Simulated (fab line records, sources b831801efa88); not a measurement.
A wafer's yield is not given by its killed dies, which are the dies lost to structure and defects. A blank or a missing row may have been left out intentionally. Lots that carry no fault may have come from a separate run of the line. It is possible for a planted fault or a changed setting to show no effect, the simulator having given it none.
fab line records	flow sky130
[record] lots = 11	wafers = 33	last_day = 50
route steps=708 shown GATE_OXIDE@188 METAL3@563 VIA3@597 METAL4@602
lots with no fault: from the same line, run without faults
start_h: start of the lot's first displayed wafer, in hours after the record's first day	wait_h: how many hours have passed since the lot's step before this one	" identical to the entry in the row above	L1.1+2: a row that stands for several wafers	- either no value or no given start	* or withheld: withheld	< > ~ a bound
route shown NAME@n: NAME is a module with steps in the file, n the number in the route of the first one	usual: mean and standard deviation over wafers with no fault	same: alike in all rows	chamber/n: place in a boat	sites: per-site readings	_std_site: standard deviation of those values	_edge_site: inner sites' mean taken away from outer sites' mean	radius_mm: how far each site lies from the wafer's centre	mask NAME#n: copy n	behind: the last tool/chamber to shape the wafer	hold: why the lot went on hold/how many hours it stayed there/how the hold came to an end	device: whichever transistor did not switch (one of n, p or np)	end of line: at the end of the route, the tests of the same wafers	step lacking rows: just its recipe	killed: dies that structure and defects cost at the first sort, which is not the same as the wafer's yield	map: shows each die of a wafer: x if killed, . if not, _ if none is there
set.NAME: the setting the step ran with; set.NAME@STEP: the setting that earlier step ran with	model.NAME: the simulator's own value behind a step, which no gauge read
one table for each step of the route and one row for each wafer, over a sample of lots
services: when a tool's chamber went out of use (start_h, in hours from the record's first day, below 0 if earlier), for how many hours, and the reason
[[steps]]
[step SKY_GATE_OXIDE_OXIDATION_01]
[recipe] temp_c = 900	ambient = O2	stabilise_s = 600	purge_s = 300	target_thk_a = 102.68	ox_time_s = 1473
[usual] spike_tc_bottom_C = 919.3/1.1	spike_tc_centre_C = 900.3/1	spike_tc_lower_C = 901.0/1.9	spike_tc_top_C = 910.7/1	spike_tc_upper_C = 900.1/1.1	tube_center_temp_C = 900/0.086	tube_center_temp_C_max = 902.3/0.41	zone_power_bottom_pct = 26.8/0.61	zone_power_centre_pct = 18.07/0.18
lot.wafer	tool	chamber	start_h	wait_h	spike_tc_bottom_C	spike_tc_centre_C	spike_tc_lower_C	spike_tc_top_C	spike_tc_upper_C	tube_center_temp_C	tube_center_temp_C_max	zone_power_bottom_pct	zone_power_centre_pct
L620.1	furnace-02	0	304.93	0.6	898.8	878.0	878.9	888.9	877.4	877.56	880.1	25.6	17.32
L620.4	"	0	"	"	896.9	877.1	877.1	889.6	878.1	877.7	881.1	25.1	17.26
L620.6	"	0	"	"	898.1	878.8	877.7	887.2	879.1	877.62	879.2	25.0	17.19
L621.2	furnace-02	0	304.93	0.6	896.4	877.7	877.5	887.1	879.6	877.69	879.9	25.1	17.28
L621.3	"	0	"	"	896.7	877.0	879.2	887.1	878.0	877.7	880.5	24.8	17.19
L621.5	"	0	"	"	897.7	878.3	876.4	889.7	879.4	877.6	879.3	25.5	17.40
L629.2	furnace-01	0	376.63	1.0	920.3	900.2	903.0	910.6	900.2	900.16	902.3	27.5	18.04
L629.3	"	0	"	"	918.4	899.2	902.1	912.1	900.8	899.92	902.3	27.7	18.28
L629.5	"	0	"	"	918.0	899.3	903.5	910.4	897.9	900.04	901.9	28.0	17.87
L630.1	furnace-01	0	383.87	0.0	918.0	900.9	904.0	911.4	899.3	900.05	901.7	27.6	18.07
L630.4	"	0	"	"	917.4	902.4	904.1	910.9	899.1	900.16	902.5	27.4	17.83
L630.5	"	0	"	"	919.4	900.4	904.0	911.3	899.5	900.04	902.2	27.4	18.00
L631.2	furnace-02	0	402.27	0.0	920.0	898.8	900.2	910.3	899.9	900.05	902.2	26.5	18.07
L631.4	"	0	"	"	919.1	900.4	898.6	910.9	900.5	900.13	902.4	26.0	17.65
L631.5	"	0	"	"	920.1	900.6	900.9	912.1	900.0	899.94	902.3	26.2	18.37
L632.3	furnace-02	0	410.32	0.3	918.9	901.1	899.4	910.8	898.9	899.94	902.3	26.2	18.06
L632.4	"	0	"	"	921.2	900.4	899.9	909.8	901.1	900.17	902.8	26.1	18.27
L632.6	"	0	"	"	918.4	899.7	899.0	909.5	900.3	900.15	902.4	26.8	18.03
L633.3	furnace-02	0	412.98	0.5	920.1	901.8	898.2	909.0	900.5	899.93	902.7	26.2	17.88
L633.5	"	0	"	"	920.5	898.1	901.2	910.8	899.0	900.14	902.3	26.5	17.98
L633.6	"	0	"	"	917.9	901.2	900.3	909.7	899.7	900.07	902.0	26.5	18.14
L635.1	furnace-02	0	422.49	0.8	919.7	900.1	900.8	911.2	898.8	900.02	902.1	26.2	18.07
L635.2	"	0	"	"	917.8	899.8	898.1	911.5	900.7	899.88	901.9	26.4	18.04
L635.4	"	0	"	"	919.0	901.2	899.2	908.4	900.6	899.96	902.8	26.7	18.27
L638.3	furnace-02	0	452.82	1.3	921.3	903.3	901.5	909.5	901.3	899.94	902.7	26.0	18.03
L638.5	"	0	"	"	919.5	899.9	899.1	909.4	899.9	900.08	902.7	26.7	17.94
L638.6	"	0	"	"	919.3	902.6	897.9	910.7	900.2	900.04	903.6	26.5	18.05
L639.3	furnace-01	0	463.12	0.8	920.3	900.0	904.7	910.6	899.7	900.04	902.1	27.4	18.11
L639.4	"	0	"	"	918.3	901.4	903.3	909.7	896.9	900.08	902.1	27.4	18.38
L639.5	"	0	"	"	918.7	900.4	903.1	911.8	899.7	899.91	902.8	27.8	17.98
L640.1	furnace-02	0	468.32	0.0	920.9	900.8	901.8	910.6	899.8	899.92	902.8	26.2	18.09
L640.2	"	0	"	"	920.3	900.7	898.0	908.9	900.8	899.98	902.0	26.0	18.08
L640.6	"	0	"	"	919.0	900.3	901.0	909.8	900.8	900.02	902.0	26.3	18.32
[step SKY_GATE_OXIDE_THK_MEAS_02]
[recipe] reads = SiO2_of_GATE_OXIDE_OXIDATION_01
[usual] GATE_OXIDE_OXIDATION_00_THK = 10.27/0.17
lot.wafer	tool	chamber	start_h	wait_h	GATE_OXIDE_OXIDATION_00_THK[nm]
L620.1	film_metro-03	-	306.34	0.0	8.25
L620.4	"	-	"	"	8.26
L620.6	"	-	"	"	8.37
L621.2	film_metro-01	-	306.35	0.0	7.86
L621.3	"	-	"	"	8.07
L621.5	"	-	"	"	7.94
L629.2	film_metro-03	-	378.05	0.0	10.28
L629.3	"	-	"	"	10.07
L629.5	"	-	"	"	10.23
L630.1	film_metro-02	-	385.28	0.0	10.55
L630.4	"	-	"	"	10.31
L630.5	"	-	"	"	10.42
L631.2	film_metro-01	-	403.69	0.0	10.52
L631.4	"	-	"	"	10.43
L631.5	"	-	"	"	10.48
L632.3	film_metro-03	-	411.75	0.0	10.18
L632.4	"	-	"	"	10.29
L632.6	"	-	"	"	10.20
L633.3	film_metro-03	-	414.41	0.0	10.11
L633.5	"	-	"	"	10.07
L633.6	"	-	"	"	10.18
L635.1	film_metro-02	-	423.90	0.0	10.12
L635.2	"	-	"	"	9.91
L635.4	"	-	"	"	10.01
L638.3	film_metro-01	-	454.25	0.0	9.92
L638.5	"	-	"	"	10.16
L638.6	"	-	"	"	10.00
L639.3	film_metro-03	-	464.55	0.0	10.19
L639.4	"	-	"	"	10.27
L639.5	"	-	"	"	10.28
L640.1	film_metro-03	-	469.73	0.0	10.28
L640.2	"	-	"	"	10.31
L640.6	"	-	"	"	10.33
[step SKY_METAL3_CD_MEAS_13]
[recipe] target_cd_nm = 300
[usual] cd_nm = 300.0/1.4
lot.wafer	tool	chamber	start_h	wait_h	cd_nm
L621.2	cd_sem-02	-	920.46	-	299.9
L621.3	"	-	"	"	299.8
L621.5	"	-	"	"	300.0
L620.1	cd_sem-01	-	922.45	-	298.5
L620.4	"	-	"	"	297.9
L620.6	"	-	"	"	299.4
L629.2	cd_sem-02	-	980.80	-	300.5
L629.3	"	-	"	"	300.9
L629.5	"	-	"	"	299.7
L630.1	cd_sem-02	-	991.70	-	300.7
L630.4	"	-	"	"	299.6
L630.5	"	-	"	"	301.0
L631.2	cd_sem-02	-	1001.17	-	301.6
L631.4	"	-	"	"	301.4
L631.5	"	-	"	"	302.5
L632.3	cd_sem-01	-	1010.53	-	298.1
L632.4	"	-	"	"	299.3
L632.6	"	-	"	"	299.5
L633.3	cd_sem-01	-	1011.94	-	299.4
L633.5	"	-	"	"	297.8
L633.6	"	-	"	"	296.8
L635.1	cd_sem-02	-	1025.25	-	298.5
L635.2	"	-	"	"	297.1
L635.4	"	-	"	"	297.9
L638.3	cd_sem-01	-	1042.67	-	299.5
L638.5	"	-	"	"	299.1
L638.6	"	-	"	"	300.3
L639.3	cd_sem-01	-	1048.59	-	300.7
L639.4	"	-	"	"	299.8
L639.5	"	-	"	"	300.2
L640.1	cd_sem-02	-	1050.10	-	300.7
L640.2	"	-	"	"	300.3
L640.6	"	-	"	"	298.4
[step SKY_VIA3_CMP_24]
[recipe] stop_on = SiO2	t_overpolish_s = 20	down_force_psi = 3.5	platen_rpm = 60	target_thk_nm = 0	pad_velocity_m_s = 0.94248
[usual] motor_current_A = 11.5/1.2	overpolish_run_s = 20.000/0.009	time_to_endpoint_s = 96/4.5
lot.wafer	tool	chamber	start_h	wait_h	motor_current_A	overpolish_run_s	time_to_endpoint_s
L621.2	cmp-01	0	947.50	0.0	10.4	20.005	96
L621.3	"	3	"	"	10.1	20.006	97
L621.5	"	1	"	"	11.6	20.008	96
L620.4	cmp-01	2	949.96	0.1	10.4	19.991	98
L620.1	"	0	"	"	11.0	19.997	90
L620.6	"	1	"	"	12.1	19.991	96
L629.2	cmp-02	0	1006.58	0.0	11.5	20.008	92
L629.3	"	1	"	"	12.6	19.987	95
L629.5	"	1	"	"	13.1	20.000	93
L630.1	cmp-02	2	1017.69	0.1	13.7	20.000	93
L630.4	"	3	"	"	12.1	19.997	95
L630.5	"	0	"	"	12.2	20.011	94
L631.4	cmp-01	0	1026.90	0.0	10.6	19.999	95
L631.2	"	2	"	"	10.0	19.998	94
L631.5	"	0	"	"	10.4	19.999	94
L632.3	cmp-02	0	1035.78	0.1	11.4	19.993	95
L632.4	"	1	"	"	12.7	19.994	101
L632.6	"	0	"	"	12.1	19.993	95
L633.3	cmp-01	3	1036.79	0.0	10.0	20.009	96
L633.6	"	3	"	"	10.5	20.001	95
L633.5	"	0	"	"	10.8	19.996	92
L635.4	cmp-02	1	1050.33	0.0	13.1	20.001	98
L635.2	"	3	"	"	12.5	19.982	94
L635.1	"	0	"	"	12.1	20.007	93
L638.3	cmp-01	2	1068.08	0.4	10.0	20.010	99
L638.6	"	3	"	"	10.1	20.013	98
L638.5	"	0	"	"	10.5	20.009	94
L639.4	cmp-02	1	1073.04	0.0	13.1	20.005	93
L639.3	"	0	"	"	11.3	20.000	88
L639.5	"	1	"	"	12.4	19.990	91
L640.1	cmp-01	3	1074.58	0.1	9.6	20.002	99
L640.2	"	0	"	"	10.0	20.004	99
L640.6	"	0	"	"	10.1	20.015	92
[step SKY_METAL4_SPUTTER_04]
[recipe] material = TiN	target_thk_nm = 70	power_w = 6500	time_s = 58.3	chamber_pressure_pa = 0.4
[usual] throttle_valve_pct = 30.0/0.83
lot.wafer	tool	chamber	start_h	wait_h	throttle_valve_pct
L621.2	pvd_sputter-03	-	947.90	0.0	30.2
L621.3	"	-	"	"	28.6
L621.5	"	-	"	"	29.9
L620.1	pvd_sputter-02	-	950.31	0.0	31.3
L620.4	"	-	"	"	29.4
L620.6	"	-	"	"	31.2
L629.2	pvd_sputter-03	-	1006.98	0.0	30.0
L629.3	"	-	"	"	29.7
L629.5	"	-	"	"	30.3
L630.1	pvd_sputter-02	-	1018.00	0.0	29.7
L630.4	"	-	"	"	30.2
L630.5	"	-	"	"	30.0
L631.2	pvd_sputter-02	-	1027.31	0.0	29.7
L631.4	"	-	"	"	31.2
L631.5	"	-	"	"	29.3
L632.3	pvd_sputter-03	-	1036.13	0.0	29.5
L632.4	"	-	"	"	28.7
L632.6	"	-	"	"	28.9
L633.3	pvd_sputter-01	-	1037.20	0.0	31.8
L633.5	"	-	"	"	30.2
L633.6	"	-	"	"	31.0
L635.1	pvd_sputter-01	-	1050.73	0.0	28.8
L635.2	"	-	"	"	31.2
L635.4	"	-	"	"	31.8
L638.3	pvd_sputter-03	-	1068.34	0.0	28.7
L638.5	"	-	"	"	28.8
L638.6	"	-	"	"	29.6
L639.3	pvd_sputter-01	-	1073.45	0.0	31.8
L639.4	"	-	"	"	31.0
L639.5	"	-	"	"	31.2
L640.1	pvd_sputter-03	-	1074.98	0.0	29.0
L640.2	"	-	"	"	30.3
L640.6	"	-	"	"	28.8
[[services]]
tool	chamber	start_h	hours	kind
cmp-02	-	282.41	0.6	repair
cmp-01	-	363.18	1.8	repair
cmp-01	-	376.09	2.1	repair
cmp-01	-	404.00	4.0	pm
cmp-01	-	434.50	6.6	pm
furnace-02	-	437.16	5.3	pm
cmp-01	-	515.84	14.3	pm
furnace-02	-	605.09	2.4	pm
cmp-01	-	609.34	5.1	pm
furnace-02	-	706.99	19.0	repair
cmp-01	-	744.00	4.0	pm
furnace-02	-	753.32	21.3	repair
cmp-01	-	754.19	0.6	repair
cmp-01	-	774.54	1.1	repair
furnace-02	-	774.58	3.5	pm
furnace-02	-	778.04	3.5	pm
furnace-02	-	819.00	10.2	pm
furnace-02	-	940.13	2.9	pm
cmp-01	-	954.66	1.8	repair
cmp-01	-	958.16	0.6	repair
cmp-01	-	961.64	1.5	repair
cmp-01	-	969.74	2.0	repair
cmp-01	-	971.85	3.7	pm
furnace-02	-	1045.35	3.0	pm
[[key]]
[first_sign] step = SKY_GATE_OXIDE_OXIDATION_01	reading = tube_center_temp_C	direction = down	sigmas = 99+	usual = *	struck = *
[effect] step = SKY_GATE_OXIDE_OXIDATION_01	reading = tube_center_temp_C_max	direction = down	sigmas = 54	usual = *	struck = *
[effect] step = SKY_GATE_OXIDE_THK_MEAS_02	reading = GATE_OXIDE_OXIDATION_00_THK	direction = down	sigmas = 13	usual = 10.27	struck = 8.12
met_at SKY_GATE_OXIDE_OXIDATION_01
struck_lots L620,L621
tester_left_out L620,L621
not_acting_at SKY_METAL3_CD_MEAS_13,SKY_VIA3_CMP_24,SKY_METAL4_SPUTTER_04
[fault] kind = process_parameter_drift	tool = furnace-02	chamber = -	onset_h = 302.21	steps = SKY_GATE_OXIDE_OXIDATION_01	channel = temp_c	offset = *	shape = step	end_h = 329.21	acts_in = *	stated = *
// tester_left_out: of these lots the tester's yield and bins aren't shown, on N5 and GAA mostly nor the transistor test; their killed dies are dies lost to structure and defects alone, not to doping, threshold or leakage, so they don't give the yield
